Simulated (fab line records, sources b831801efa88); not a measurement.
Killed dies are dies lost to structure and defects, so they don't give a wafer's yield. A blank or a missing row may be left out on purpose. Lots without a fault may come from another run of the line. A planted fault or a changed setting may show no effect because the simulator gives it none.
fab line records | flow gf180mcu
record lots=5 wafers=15 last_day=33
route steps=602 shown M1@322 V1@335
lots that met no fault: from a run of the same line without faults
start_h: hours from the record's first day to the start of the lot's first wafer shown | wait_h: hours since the lot's step before | " the same as in the row above | L1.1+2: a row that stands for several wafers | - no value, or no start given | * or withheld: withheld | < > ~ a bound
route shown NAME@n: a module of which the file shows steps, and the number in the route of the first | usual: mean/standard deviation of fault-free wafers | same: alike in all rows | chamber/n: place in a boat | sites: the reading at each site | _std_site: their standard deviation | _edge_site: outer sites' mean less inner sites' | radius_mm: how far each site lies from the wafer's centre | mask NAME#n: copy n | behind: the tool/chamber that last shaped the wafer | hold: why the lot was held/for how many hours/how that ended | device: the transistor (n, p or np) that didn't switch | end of line: the same wafers' tests at the end of the route | a step without rows: its recipe alone | killed: dies lost to structure and defects at the first sort, not the wafer's yield | map: a wafer's dies, x killed, . not, _ none there
set.NAME: the setting as run; set.NAME@STEP: as run at that earlier step | model.NAME: the simulator's own value behind a step, which no gauge read
lots at some steps of the route; a table a step, a row a wafer
services: from which hour (start_h, from the record's first day; less than 0 if before it) a tool's chamber was out of use, for how many hours, and why
## steps
# step GF_M1_DEHYDRATE_07
# recipe temp_c=200 time_s=60
# columns lot.wafer tool chamber start_h wait_h
L076.2+4+6 litho_track-04 0 386.07 10.4
L086.1+2+6 litho_track-02 0 484.79 11.6
L088.1+2+4 litho_track-04 0 496.89 10.7
L089.1+4+5 litho_track-04 0 505.99 11.3
L092.1+4+6 litho_track-03 0 524.02 10.9
# step GF_M1_HMDS_08
# recipe prime_time_s=60 prime_temp_c=120
# columns lot.wafer tool chamber start_h wait_h
L076.2+4+6 litho_track-04 0 386.22 0.1
L086.1+2+6 litho_track-02 0 484.94 0.1
L088.1+2+4 litho_track-04 0 497.04 0.1
L089.1+4+5 litho_track-04 0 506.14 0.1
L092.1+4+6 litho_track-03 0 524.17 0.1
# step GF_M1_COAT_09
# recipe resist=KrF spin_rpm=withheld resist_thk_nm=1000
# columns lot.wafer tool chamber start_h wait_h
L076.2+4+6 litho_track-04 0 386.37 0.1
L086.1+2+6 litho_track-02 0 485.09 0.1
L088.1+2+4 litho_track-04 0 497.19 0.1
L089.1+4+5 litho_track-04 0 506.29 0.1
L092.1+4+6 litho_track-03 0 524.32 0.1
# step GF_M1_SOFTBAKE_10
# recipe temp_c=130 time_s=60 resist=KrF
# columns lot.wafer tool chamber start_h wait_h
L076.2+4+6 litho_track-04 0 386.52 0.1
L086.1+2+6 litho_track-02 0 485.24 0.1
L088.1+2+4 litho_track-04 0 497.34 0.1
L089.1+4+5 litho_track-04 0 506.44 0.1
L092.1+4+6 litho_track-03 0 524.47 0.1
# step GF_M1_EXPOSE_11
# recipe mask_id=Metal1 target_cd_nm=230 na=0.68 source_shape=conventional sigma_outer=0.6 dose_mj=28
# usual reticle_temp_C=23.01/0.12 stage_vel_mm_s=499.98/0.24
# columns lot.wafer tool chamber start_h wait_h mask reticle_temp_C stage_vel_mm_s
L076.2 krf_scanner-02 0 - - Metal1#0 23.01 500.09
L076.4 " 0 " " Metal1#0 22.96 500.09
L076.6 " 0 " " Metal1#0 22.92 500.09
L086.1 krf_scanner-01 0 - - Metal1#0 22.74 499.86
L086.2 " 0 " " Metal1#0 22.94 499.63
L086.6 " 0 " " Metal1#0 22.82 499.65
L088.1 krf_scanner-02 0 - - Metal1#0 22.85 499.82
L088.2 " 0 " " Metal1#0 22.98 499.65
L088.4 " 0 " " Metal1#0 22.79 499.88
L089.1 krf_scanner-01 0 - - Metal1#0 23.00 500.29
L089.4 " 0 " " Metal1#0 22.93 500.05
L089.5 " 0 " " Metal1#0 22.88 499.85
L092.1 krf_scanner-01 0 - - Metal1#0 23.20 500.32
L092.4 " 0 " " Metal1#0 23.09 500.14
L092.6 " 0 " " Metal1#0 23.10 500.06
# step GF_M1_PEB_12
# recipe peb_temp_c=135 peb_time_s=90 resist=KrF
# columns lot.wafer tool chamber start_h wait_h
L076.2+4+6 litho_track-02 0 - -
L086.1+2+6 litho_track-03 0 - -
L088.1+2+4 litho_track-04 0 - -
L089.1+4+5 litho_track-03 0 - -
L092.1+4+6 litho_track-03 0 - -
# step GF_M1_DEVELOP_13
# recipe develop_time_s=60 dev_temp_c=21
# columns lot.wafer tool chamber start_h wait_h
L076.2+4+6 litho_track-02 0 396.96 0.2
L086.1+2+6 litho_track-03 0 496.77 0.2
L088.1+2+4 litho_track-04 0 508.59 0.2
L089.1+4+5 litho_track-03 0 517.82 0.2
L092.1+4+6 litho_track-03 0 535.47 0.2
# step GF_M1_CD_MEAS_14
# recipe target_cd_nm=230
# usual cd_nm=230.2/1.2
# columns lot.wafer tool chamber start_h wait_h cd_nm
L076.2 cd_sem-01 - 397.11 0.1 230.8
L076.4 " - " " 228.7
L076.6 " - " " 229.8
L086.1 cd_sem-01 - 496.92 0.1 228.8
L086.2 " - " " 230.8
L086.6 " - " " 229.9
L088.1 cd_sem-02 - 508.74 0.1 231.2
L088.2 " - " " 232.0
L088.4 " - " " 230.9
L089.1 cd_sem-02 - 518.01 0.2 229.9
L089.4 " - " " 230.7
L089.5 " - " " 231.7
L092.1 cd_sem-02 - 535.62 0.1 229.2
L092.4 " - " " 228.2
L092.6 " - " " 227.8
# step GF_M1_OVL_MEAS_15
# usual M1_OVL=-3/5.1
# columns lot.wafer tool chamber start_h wait_h M1_OVL[nm]
L076.2 overlay-01 - 397.21 0.1 -7
L076.4 " - " " -5
L076.6 " - " " -3
L086.1 overlay-01 - 497.04 0.1 -5
L086.2 " - " " -6
L086.6 " - " " -7
L088.1 overlay-01 - 508.86 0.1 -9
L088.2 " - " " -12
L088.4 " - " " -14
L089.1 overlay-02 - 518.13 0.1 -16
L089.4 " - " " -5
L089.5 " - " " -12
L092.1 overlay-02 - 535.74 0.1 2
L092.4 " - " " -5
L092.6 " - " " -2
# step GF_M1_METAL_ETCH_16
# recipe chemistry=Cl2/BCl3 mask_material=KrF target_depth_nm=750.8 stop_on=SiO2 pressure_mtorr=8 icp_w=800 bias_w=140 Cl2_flow_sccm=80 bcl3_flow_sccm=40 time_s=125.1
# usual drypump_motor_current_A=5.7/0.59 oes_product_au=0.987/0.0068 rf_fwd_power_W=795.7/2.7 throttle_valve_pct=28.233/0.011
# columns lot.wafer tool chamber start_h wait_h drypump_motor_current_A oes_product_au rf_fwd_power_W rf_hours_counter_h throttle_valve_pct
L076.2 rie_metal-02 0 397.24 0.0 4.8 0.992 797.4 2 28.253
L076.4 " 1 " " 5.6 0.977 796.4 - 28.224
L076.6 " 1 " " 5.6 0.975 791.9 - 28.234
L086.1 rie_metal-04 1 497.07 0.0 5.9 0.990 796.7 11 28.234
L086.2 " 0 " " 6.0 0.980 795.3 0 28.225
L086.6 " 0 " " 6.0 0.982 793.1 - 28.230
L088.1 rie_metal-02 1 508.90 0.0 5.6 0.973 796.7 8 28.242
L088.2 " 0 " " 4.7 0.992 794.3 5 28.249
L088.4 " 1 " " 5.6 0.977 795.5 - 28.233
L089.1 rie_metal-02 0 518.16 0.0 4.8 0.985 795.0 5 28.233
L089.4 " 0 " " 4.7 0.989 794.8 - 28.227
L089.5 " 1 " " 5.6 0.975 793.4 - 28.245
L092.1 rie_metal-03 1 535.77 0.0 6.6 0.988 794.5 13 28.223
L092.4 " 1 " " 6.5 0.991 796.1 - 28.229
L092.6 " 1 " " 6.6 0.993 795.4 - 28.242
# step GF_M1_STRIP_17
# recipe chemistry=O2/N2 power_w=1426 pressure_mtorr=1500 platen_temp_c=250 o2_flow_sccm=3000 n2_flow_sccm=300 overash_fraction=0.5
# usual drypump_motor_current_A=5.7/0.3 heater_power_w=348/73 oes_product_au=0.539/0.0048 strip_time_to_endpoint_s=7.31/0.067
# columns lot.wafer tool chamber start_h wait_h drypump_motor_current_A heater_power_w oes_product_au rf_hours_counter_h strip_time_to_endpoint_s
L076.2 plasma_asher-04 0 397.37 0.1 5.5 304 0.539 61 7.32
L076.4 " 0 " " 5.5 305 0.548 - 7.31
L076.6 " 0 " " 5.5 303 0.543 - 7.40
L086.1 plasma_asher-04 0 497.20 0.1 5.5 314 0.533 70 7.26
L086.2 " 1 " " 6.2 292 0.542 70 7.31
L086.6 " 1 " " 6.1 285 0.534 - 7.33
L088.1 plasma_asher-01 1 509.03 0.1 5.7 340 0.540 42 7.37
L088.2 " 0 " " 5.9 505 0.539 42 7.33
L088.4 " 0 " " 5.9 503 0.542 - 7.37
L089.1 plasma_asher-03 1 518.29 0.1 5.2 320 0.543 91 7.36
L089.4 " 1 " " 5.2 332 0.538 - 7.36
L089.5 " 1 " " 5.2 335 0.547 - 7.36
L092.1 plasma_asher-04 0 536.03 0.2 5.5 309 0.542 74 7.26
L092.4 " 1 " " 6.2 288 0.532 - 7.25
L092.6 " 1 " " 6.2 286 0.543 - 7.26
# step GF_M1_STRIP_18
# recipe chemistry=post_etch_residue_remover time_s=1200 temp_c=72.5
# columns lot.wafer tool chamber start_h wait_h
L076.2+4+6 wet_bench-01 0 397.47 0.1
L086.1+2+6 wet_bench-02 3 497.30 0.1
L088.1+2+4 wet_bench-02 3 509.13 0.1
L089.1+4+5 wet_bench-04 0 518.39 0.1
L092.1+4+6 wet_bench-04 3 536.13 0.1
# step GF_M1_CLEAN_19
# recipe chemistry=DIW dry=n2_spin
# columns lot.wafer tool chamber start_h wait_h
L076.2+4+6 wet_bench-04 1 397.81 0.0
L086.1+2+6 wet_bench-01 2 497.64 0.0
L088.1+2+4 wet_bench-01 1 509.47 0.0
L089.1+4+5 wet_bench-02 3 518.73 0.0
L092.1+4+6 wet_bench-04 3 536.50 0.0
# step GF_V1_CVD_00
# recipe material=SiO2 target_thk_nm=600 sigma_open_frac=0.3 temp_c=400 time_s=100 sih4_flow_sccm=60 pressure_mtorr=6
# columns lot.wafer tool chamber start_h wait_h
L076.2+4+6 hdpcvd-01 2,2,1 397.91 0.0
L086.1+2+6 hdpcvd-02 1,0,0 497.74 0.0
L088.1+2+4 hdpcvd-02 0,2,2 509.56 0.0
L089.1+4+5 hdpcvd-02 1,1,2 518.83 0.0
L092.1+4+6 hdpcvd-02 2,0,1 536.60 0.0
# step GF_V1_THK_MEAS_01
# recipe reads=SiO2_of_V1_CVD_00
# usual V1_CVD_00_THK=603/6.2
# columns lot.wafer tool chamber start_h wait_h V1_CVD_00_THK[nm]
L076.2 film_metro-02 - 397.99 0.0 607
L076.4 " - " " 607
L076.6 " - " " 599
L086.1 film_metro-02 - 497.81 0.0 596
L086.2 " - " " 600
L086.6 " - " " 601
L088.1 film_metro-02 - 509.63 0.0 605
L088.2 " - " " 609
L088.4 " - " " 607
L089.1 film_metro-03 - 518.90 0.0 599
L089.4 " - " " 607
L089.5 " - " " 605
L092.1 film_metro-04 - 536.68 0.0 603
L092.4 " - " " 597
L092.6 " - " " 600
# step GF_V1_CVD_02
# recipe material=SiO2 target_thk_nm=850 precursor=TEOS temp_c=400 time_s=94.851 rf_w=600
# usual heater_power_w=635/95 rf_fwd_power_W=596.3/2.1
# columns lot.wafer tool chamber start_h wait_h heater_power_w rf_fwd_power_W
L076.2 pecvd-01 1 398.04 0.0 612 598.3
L076.4 " 2 " " 584 599.2
L076.6 " 0 " " 627 598.2
L086.1 pecvd-02 1 497.87 0.1 509 599.0
L086.2 " 0 " " 781 598.0
L086.6 " 2 " " 657 590.2
L088.1 pecvd-04 1 509.69 0.1 684 597.1
L088.2 " 0 " " 638 594.9
L088.4 " 2 " " 755 594.3
L089.1 pecvd-04 1 518.96 0.1 635 599.1
L089.4 " 1 " " 678 596.7
L089.5 " 2 " " 720 597.3
L092.1 pecvd-01 2 536.74 0.1 573 595.7
L092.4 " 2 " " 447 596.6
L092.6 " 1 " " 673 593.9
# step GF_V1_THK_MEAS_03
# recipe reads=SiO2_of_V1_CVD_02
# usual V1_CVD_02_THK=851/12
# columns lot.wafer tool chamber start_h wait_h V1_CVD_02_THK[nm]
L076.2 film_metro-03 - 398.12 0.0 856
L076.4 " - " " 858
L076.6 " - " " 855
L086.1 film_metro-03 - 497.94 0.0 834
L086.2 " - " " 834
L086.6 " - " " 878
L088.1 film_metro-04 - 509.76 0.0 852
L088.2 " - " " 847
L088.4 " - " " 853
L089.1 film_metro-02 - 519.03 0.0 849
L089.4 " - " " 855
L089.5 " - " " 849
L092.1 film_metro-04 - 536.81 0.0 821
L092.4 " - " " 846
L092.6 " - " " 853
# step GF_V1_CMP_04
# recipe material=SiO2 down_force_psi=4 platen_rpm=60 pad_velocity_m_s=0.94248
# usual motor_current_A=11.2/1.2 retaining_ring_pressure_frac=1.000/0.0052 time_to_endpoint_s=80/5.9
# columns lot.wafer tool chamber start_h wait_h motor_current_A retaining_ring_pressure_frac time_to_endpoint_s
L076.4 cmp-01 0 398.22 0.1 9.7 1.004 83
L076.2 " 2 " " 12.5 0.990 77
L076.6 " 0 " " 10.2 1.004 81
L086.2 cmp-02 2 498.00 0.0 12.1 0.998 82
L086.1 " 1 " " 13.5 1.005 77
L086.6 " 2 " " 11.3 0.993 96
L088.1 cmp-01 0 509.82 0.1 10.9 0.990 88
L088.2 " 1 " " 9.8 1.001 80
L088.4 " 3 " " 11.4 0.998 84
L089.4 cmp-02 0 519.09 0.0 10.4 1.003 76
L089.1 " 2 " " 11.8 1.001 88
L089.5 " 0 " " 11.4 0.994 75
L092.1 cmp-01 2 536.92 0.1 12.0 1.000 67
L092.4 " 0 " " 9.7 1.005 84
L092.6 " 1 " " 9.5 0.995 83
# step GF_V1_BOW_MEAS_05
# recipe mode=bow
# usual V1_BOW=82/7.6
# columns lot.wafer tool chamber start_h wait_h V1_BOW[um]
L076.2 film_metro-04 - 398.49 0.1 82
L076.4 " - " " 80
L076.6 " - " " 80
L086.1 film_metro-04 - 498.30 0.1 75
L086.2 " - " " 89
L086.6 " - " " 83
L088.1 film_metro-04 - 510.12 0.2 91
L088.2 " - " " 84
L088.4 " - " " 75
L089.1 film_metro-02 - 519.39 0.1 68
L089.4 " - " " 74
L089.5 " - " " 71
L092.1 film_metro-02 - 537.17 0.2 76
L092.4 " - " " 88
L092.6 " - " " 84
# step GF_V1_DEHYDRATE_06
# recipe temp_c=200 time_s=60
# columns lot.wafer tool chamber start_h wait_h
L076.2+4+6 litho_track-01 0 409.16 10.6
L086.1+2+6 litho_track-03 0 509.27 10.9
L088.1+2+4 litho_track-03 0 521.07 10.9
L089.1+4+5 litho_track-03 0 530.22 10.8
L092.1+4+6 litho_track-02 0 548.33 11.1
# step GF_V1_HMDS_07
# recipe prime_time_s=60 prime_temp_c=120
# columns lot.wafer tool chamber start_h wait_h
L076.2+4+6 litho_track-01 0 409.31 0.1
L086.1+2+6 litho_track-03 0 509.42 0.1
L088.1+2+4 litho_track-03 0 521.22 0.1
L089.1+4+5 litho_track-03 0 530.37 0.1
L092.1+4+6 litho_track-02 0 548.48 0.1
# step GF_V1_COAT_08
# recipe resist=BARC temp_c=withheld time_s=withheld spin_rpm=withheld resist_thk_nm=withheld
# columns lot.wafer tool chamber start_h wait_h
L076.2+4+6 litho_track-01 0 409.46 0.1
L086.1+2+6 litho_track-03 0 509.57 0.1
L088.1+2+4 litho_track-03 0 521.37 0.1
L089.1+4+5 litho_track-03 0 530.52 0.1
L092.1+4+6 litho_track-02 0 548.63 0.1
# step GF_V1_COAT_09
# recipe resist=KrF spin_rpm=withheld resist_thk_nm=1000
# columns lot.wafer tool chamber start_h wait_h
L076.2+4+6 litho_track-01 0 - -
L086.1+2+6 litho_track-03 0 - -
L088.1+2+4 litho_track-03 0 - -
L089.1+4+5 litho_track-03 0 - -
L092.1+4+6 litho_track-02 0 - -
# step GF_V1_SOFTBAKE_10
# recipe temp_c=128.8 time_s=60 resist=KrF
# columns lot.wafer tool chamber start_h wait_h
L076.2+4+6 litho_track-01 0 - -
L086.1+2+6 litho_track-03 0 - -
L088.1+2+4 litho_track-03 0 - -
L089.1+4+5 litho_track-03 0 - -
L092.1+4+6 litho_track-02 0 - -
# step GF_V1_EXPOSE_11
# recipe mask_id=Via1 target_cd_nm=260 na=0.68 source_shape=conventional sigma_outer=0.6 dose_mj=38
# usual reticle_temp_C=23.02/0.1 stage_vel_mm_s=499.99/0.25
# columns lot.wafer tool chamber start_h wait_h mask reticle_temp_C stage_vel_mm_s
L076.2 krf_scanner-02 0 - - Via1#0 22.93 499.87
L076.4 " 0 " " Via1#0 22.98 500.19
L076.6 " 0 " " Via1#0 23.15 500.22
L086.1 krf_scanner-01 0 - - Via1#0 23.10 500.17
L086.2 " 0 " " Via1#0 23.11 500.35
L086.6 " 0 " " Via1#0 22.96 500.03
L088.1 krf_scanner-01 0 - - Via1#0 23.01 500.01
L088.2 " 0 " " Via1#0 22.95 500.34
L088.4 " 0 " " Via1#0 22.87 500.16
L089.1 krf_scanner-02 0 - - Via1#0 22.94 500.07
L089.4 " 0 " " Via1#0 22.84 500.33
L089.5 " 0 " " Via1#0 23.05 500.07
L092.1 krf_scanner-02 0 - - Via1#0 23.01 500.15
L092.4 " 0 " " Via1#0 23.06 499.95
L092.6 " 0 " " Via1#0 23.01 499.72
# step GF_V1_PEB_12
# recipe peb_temp_c=135 peb_time_s=90 resist=KrF
# columns lot.wafer tool chamber start_h wait_h
L076.2+4+6 litho_track-02 0 - -
L086.1+2+6 litho_track-02 0 - -
L088.1+2+4 litho_track-03 0 - -
L089.1+4+5 litho_track-01 0 - -
L092.1+4+6 litho_track-02 0 - -
# step GF_V1_DEVELOP_13
# recipe develop_time_s=60 resist=KrF dev_temp_c=21
# columns lot.wafer tool chamber start_h wait_h
L076.2+4+6 litho_track-02 0 422.01 0.2
L086.1+2+6 litho_track-02 0 521.59 0.2
L088.1+2+4 litho_track-03 0 532.92 0.2
L089.1+4+5 litho_track-01 0 541.93 0.2
L092.1+4+6 litho_track-02 0 559.78 0.2
# step GF_V1_CD_MEAS_14
# recipe target_cd_nm=260
# usual cd_nm=260.3/1
# columns lot.wafer tool chamber start_h wait_h cd_nm
L076.2 cd_sem-02 - 422.16 0.1 263.0
L076.4 " - " " 261.9
L076.6 " - " " 262.8
L086.1 cd_sem-01 - 521.74 0.1 260.2
L086.2 " - " " 260.0
L086.6 " - " " 260.2
L088.1 cd_sem-01 - 533.07 0.1 260.9
L088.2 " - " " 261.7
L088.4 " - " " 261.9
L089.1 cd_sem-02 - 542.08 0.1 258.9
L089.4 " - " " 260.0
L089.5 " - " " 261.0
L092.1 cd_sem-01 - 559.93 0.1 260.1
L092.4 " - " " 260.7
L092.6 " - " " 259.5
# step GF_V1_OVL_MEAS_15
# usual V1_OVL=-3/5.8
# columns lot.wafer tool chamber start_h wait_h V1_OVL[nm]
L076.2 overlay-02 - 422.26 0.1 -1
L076.4 " - " " 0
L076.6 " - " " -3
L086.1 overlay-01 - 521.86 0.1 -6
L086.2 " - " " -1
L086.6 " - " " -6
L088.1 overlay-02 - 533.19 0.1 -4
L088.2 " - " " -3
L088.4 " - " " -8
L089.1 overlay-01 - 542.20 0.1 2
L089.4 " - " " -2
L089.5 " - " " -3
L092.1 overlay-02 - 560.05 0.1 -6
L092.4 " - " " -12
L092.6 " - " " -9
# step GF_V1_ETCH_16
# recipe chemistry=N2/H2 target_depth_a=withheld overetch_a=withheld time_s=withheld target=BARC ion_energy_ev=200 source_w=500 bias_w=100 pressure_mtorr=30 n2_flow_sccm=100 h2_flow_sccm=200
# usual drypump_motor_current_A=5.5/0.31 oes_product_au=0.854/0.0049 rf_fwd_power_W=495.4/1.7 throttle_valve_pct=13.225/0.0094
# columns lot.wafer tool chamber start_h wait_h drypump_motor_current_A oes_product_au rf_fwd_power_W throttle_valve_pct
L076.2 rie_diel-03 1 422.29 0.0 5.0 0.860 494.2 13.216
L076.4 " 0 " " 5.8 0.851 497.6 13.225
L076.6 " 0 " " 5.8 0.854 497.9 13.223
L086.1 rie_diel-02 1 521.89 0.0 5.4 0.852 498.7 13.227
L086.2 " 3 " " 5.7 0.849 497.2 13.235
L086.6 " 3 " " 5.7 0.857 493.7 13.212
L088.1 rie_diel-03 2 533.22 0.0 4.9 0.860 494.0 13.214
L088.2 " 3 " " 5.6 0.854 492.8 13.245
L088.4 " 0 " " 5.8 0.852 497.7 13.219
L089.1 rie_diel-02 2 542.23 0.0 5.5 0.854 495.3 13.218
L089.4 " 1 " " 5.4 0.856 500.1 13.238
L089.5 " 0 " " 5.6 0.858 493.2 13.227
L092.1 rie_diel-02 1 560.09 0.0 5.4 0.865 495.7 13.218
L092.4 " 3 " " 5.7 0.850 497.3 13.233
L092.6 " 0 " " 5.6 0.851 493.8 13.230
# step GF_V1_ETCH_17
# recipe chemistry=C4F8/O2/Ar mask_material=KrF target=SiO2 stop_on=TiN source_w=1500 bias_w=1200 pressure_mtorr=40 c4f8_flow_sccm=withheld O2_flow_sccm=6 Ar_flow_sccm=300 time_s=withheld target_depth_a=6300
# usual oes_product_au=0.855/0.0047 rf_fwd_power_W=1494/5
# columns lot.wafer tool chamber start_h wait_h oes_product_au rf_fwd_power_W
L076.2 rie_diel-03 1 - - 0.845 1491
L076.4 " 0 " " 0.861 1497
L076.6 " 0 " " 0.850 1497
L086.1 rie_diel-02 1 - - 0.851 1490
L086.2 " 3 " " 0.862 1503
L086.6 " 3 " " 0.855 1509
L088.1 rie_diel-03 2 - - 0.848 1497
L088.2 " 3 " " 0.855 1490
L088.4 " 0 " " 0.855 1500
L089.1 rie_diel-02 2 - - 0.859 1499
L089.4 " 1 " " 0.863 1493
L089.5 " 0 " " 0.855 1490
L092.1 rie_diel-02 1 - - 0.852 1494
L092.4 " 3 " " 0.853 1499
L092.6 " 0 " " 0.857 1493
# step GF_V1_STRIP_18
# recipe chemistry=O2/N2 power_w=1400 pressure_mtorr=1500 platen_temp_c=250 o2_flow_sccm=3000 n2_flow_sccm=300 overash_fraction=0.5
# usual drypump_motor_current_A=5.6/0.32 heater_power_w=323/20 oes_product_au=0.592/0.0047
# columns lot.wafer tool chamber start_h wait_h drypump_motor_current_A heater_power_w oes_product_au rf_hours_counter_h
L076.2 plasma_asher-03 1 422.42 - 5.2 332 0.593 81
L076.4 " 0 " " 5.4 353 0.590 -
L076.6 " 0 " " 5.4 359 0.595 -
L086.1 plasma_asher-04 0 522.02 - 5.5 314 0.599 72
L086.2 " 1 " " 6.2 286 0.595 72
L086.6 " 1 " " 6.2 290 0.591 -
L088.1 plasma_asher-02 1 533.35 - 6.0 310 0.593 10
L088.2 " 0 " " 5.4 331 0.600 10
L088.4 " 0 " " 5.4 323 0.591 -
L089.1 plasma_asher-04 1 542.36 - 6.1 292 0.591 75
L089.4 " 0 " " 5.5 298 0.596 -
L089.5 " 0 " " 5.5 303 0.597 -
L092.1 plasma_asher-03 0 560.22 - 5.4 364 0.598 96
L092.4 " 0 " " 5.4 355 0.594 -
L092.6 " 0 " " 5.4 357 0.591 -
# step GF_V1_STRIP_19
# recipe chemistry=post_etch_residue_remover time_s=1200 temp_c=72.5
# columns lot.wafer tool chamber start_h wait_h
L076.2+4+6 wet_bench-04 2 422.52 0.1
L086.1+2+6 wet_bench-03 2 522.12 0.1
L088.1+2+4 wet_bench-04 0 533.45 0.1
L089.1+4+5 wet_bench-02 1 542.46 0.1
L092.1+4+6 wet_bench-03 3 560.32 0.1
# step GF_V1_CLEAN_20
# recipe chemistry=DIW dry=n2_spin
# columns lot.wafer tool chamber start_h wait_h
L076.2+4+6 wet_bench-03 0 422.86 0.0
L086.1+2+6 wet_bench-02 1 522.49 0.0
L088.1+2+4 wet_bench-02 2 533.82 0.0
L089.1+4+5 wet_bench-03 1 542.81 0.0
L092.1+4+6 wet_bench-04 0 560.66 0.0
# step GF_V1_SPUTTER_21
# recipe material=Ti target_thk_nm=15 chamber_pressure_pa=5 power_w=2500 substrate_temp_c=200 time_s=80.02
# usual throttle_valve_pct=29.9/0.98
# columns lot.wafer tool chamber start_h wait_h throttle_valve_pct
L076.2 pvd_sputter-04 - 423.05 0.0 30.2
L076.4 " - " " 29.5
L076.6 " - " " 28.6
L086.1 pvd_sputter-01 - 522.59 0.0 28.7
L086.2 " - " " 31.4
L086.6 " - " " 31.6
L088.1 pvd_sputter-01 - 533.92 0.0 29.3
L088.2 " - " " 28.5
L088.4 " - " " 30.5
L089.1 pvd_sputter-01 - 542.90 0.0 31.7
L089.4 " - " " 28.8
L089.5 " - " " 30.6
L092.1 pvd_sputter-01 - 560.75 0.0 30.6
L092.4 " - " " 28.8
L092.6 " - " " 31.8
# step GF_V1_SPUTTER_22
# recipe material=TiN target_thk_nm=10 chamber_pressure_pa=5 power_w=4000 time_s=40
# usual throttle_valve_pct=29.9/0.98
# columns lot.wafer tool chamber start_h wait_h throttle_valve_pct
L076.2 pvd_sputter-04 - 423.11 0.0 30.3
L076.4 " - " " 29.5
L076.6 " - " " 28.6
L086.1 pvd_sputter-01 - 522.65 0.0 28.7
L086.2 " - " " 31.6
L086.6 " - " " 31.5
L088.1 pvd_sputter-01 - 533.98 0.0 29.6
L088.2 " - " " 28.4
L088.4 " - " " 30.4
L089.1 pvd_sputter-01 - 542.96 0.0 31.6
L089.4 " - " " 29.0
L089.5 " - " " 30.3
L092.1 pvd_sputter-01 - 560.81 0.0 30.6
L092.4 " - " " 28.5
L092.6 " - " " 31.5
# step GF_V1_CVD_23
# recipe material=W target_thk_nm=350 time_s=105.05 temp_c=400 pressure_torr=40
# usual heater_power_w=855/61
# columns lot.wafer tool chamber start_h wait_h heater_power_w
L076.2 cvd_w-01 0 423.15 0.0 830
L076.4 " 1 " " 719
L076.6 " 0 " " 862
L086.1 cvd_w-02 0 522.69 0.0 902
L086.2 " 1 " " 868
L086.6 " 1 " " 867
L088.1 cvd_w-02 1 534.02 0.0 855
L088.2 " 0 " " 886
L088.4 " 0 " " 890
L089.1 cvd_w-02 1 543.00 0.0 845
L089.4 " 1 " " 844
L089.5 " 0 " " 896
L092.1 cvd_w-02 1 560.85 0.0 869
L092.4 " 0 " " 899
L092.6 " 1 " " 865
# step GF_V1_RS_MEAS_24
# recipe thk_meas_gauge=four-point-probe reads=W_of_V1_CVD_23+TiN_of_V1_SPUTTER_22+Ti_of_V1_SPUTTER_21
# usual V1_W_RS=0.326/0.0036
# columns lot.wafer tool chamber start_h wait_h V1_W_RS[ohm/sq]
L076.2 film_metro-02 - 423.28 0.1 0.326
L076.4 " - " " 0.326
L076.6 " - " " 0.324
L086.1 film_metro-04 - 522.81 0.1 0.323
L086.2 " - " " 0.319
L086.6 " - " " 0.325
L088.1 film_metro-03 - 534.13 0.1 0.328
L088.2 " - " " 0.328
L088.4 " - " " 0.326
L089.1 film_metro-02 - 543.11 0.1 0.326
L089.4 " - " " 0.330
L089.5 " - " " 0.327
L092.1 film_metro-02 - 560.97 0.1 0.328
L092.4 " - " " 0.327
L092.6 " - " " 0.328
# step GF_V1_THK_MEAS_25
# recipe thk_meas_gauge=xrf reads=W_of_V1_CVD_23
# usual V1_W_THK=358/5.6
# columns lot.wafer tool chamber start_h wait_h V1_W_THK[nm]
L076.2 film_metro-02 - 423.39 0.1 359
L076.4 " - " " 357
L076.6 " - " " 359
L086.1 film_metro-04 - 522.93 0.1 357
L086.2 " - " " 362
L086.6 " - " " 356
L088.1 film_metro-03 - 534.25 0.1 360
L088.2 " - " " 360
L088.4 " - " " 364
L089.1 film_metro-02 - 543.23 0.1 358
L089.4 " - " " 356
L089.5 " - " " 357
L092.1 film_metro-02 - 561.09 0.1 354
L092.4 " - " " 356
L092.6 " - " " 356
# step GF_V1_CMP_26
# recipe stop_on=SiO2 down_force_psi=3.5 platen_rpm=60 t_overpolish_s=15 target_thk_nm=0 pad_velocity_m_s=0.94248
# usual motor_current_A=10.6/1.2 overpolish_run_s=15.001/0.0092 retaining_ring_pressure_frac=1.000/0.0054 time_to_endpoint_s=85/4.4
# columns lot.wafer tool chamber start_h wait_h motor_current_A overpolish_run_s retaining_ring_pressure_frac time_to_endpoint_s
L076.2 cmp-02 3 423.44 0.0 9.8 14.999 0.996 83
L076.4 " 2 " " 11.0 14.993 1.005 93
L076.6 " 0 " " 10.1 15.001 0.997 82
L086.2 cmp-01 2 522.99 0.0 10.8 14.998 1.005 86
L086.1 " 1 " " 8.8 14.988 0.999 84
L086.6 " 2 " " 11.4 14.992 0.995 86
L088.4 cmp-01 3 534.31 0.0 10.0 14.996 1.001 84
L088.1 " 0 " " 9.3 15.012 0.991 89
L088.2 " 2 " " 11.7 14.998 1.002 84
L089.1 cmp-01 1 543.29 0.1 9.0 15.003 0.996 83
L089.4 " 3 " " 10.4 15.005 1.001 87
L089.5 " 2 " " 11.2 15.002 1.006 85
L092.4 cmp-01 2 561.15 0.0 11.3 14.999 1.000 85
L092.1 " 1 " " 9.2 15.004 0.987 84
L092.6 " 3 " " 10.3 14.997 0.996 85
## services
# columns tool chamber start_h hours kind
krf_scanner-02 - 375.52 4.9 repair
plasma_asher-04 - 378.31 2.8 pm
krf_scanner-01 - 380.37 1.3 pm
krf_scanner-01 - 381.67 0.8 pm
cmp-01 - 391.97 5.1 repair
krf_scanner-02 - 400.20 0.8 repair
cmp-01 - 404.28 4.0 pm
plasma_asher-04 - 409.75 14.6 pm
krf_scanner-02 - 419.51 0.8 pm
krf_scanner-01 - 433.72 1.5 pm
cmp-01 - 449.28 1.7 repair
krf_scanner-01 - 463.64 1.0 pm
krf_scanner-02 - 484.84 1.0 pm
pvd_sputter-01 - 491.32 5.1 repair
cmp-01 - 499.18 7.1 pm
krf_scanner-02 - 500.94 1.3 pm
plasma_asher-04 - 516.74 2.0 repair
krf_scanner-02 - 521.93 0.8 pm
rie_diel-02 3 535.80 8.0 repair
pvd_sputter-01 - 536.07 4.4 repair
krf_scanner-01 - 548.69 0.8 pm
krf_scanner-01 - 552.32 1.3 pm
cmp-01 - 559.65 0.5 repair
krf_scanner-01 - 560.75 1.8 repair
## key
fault none
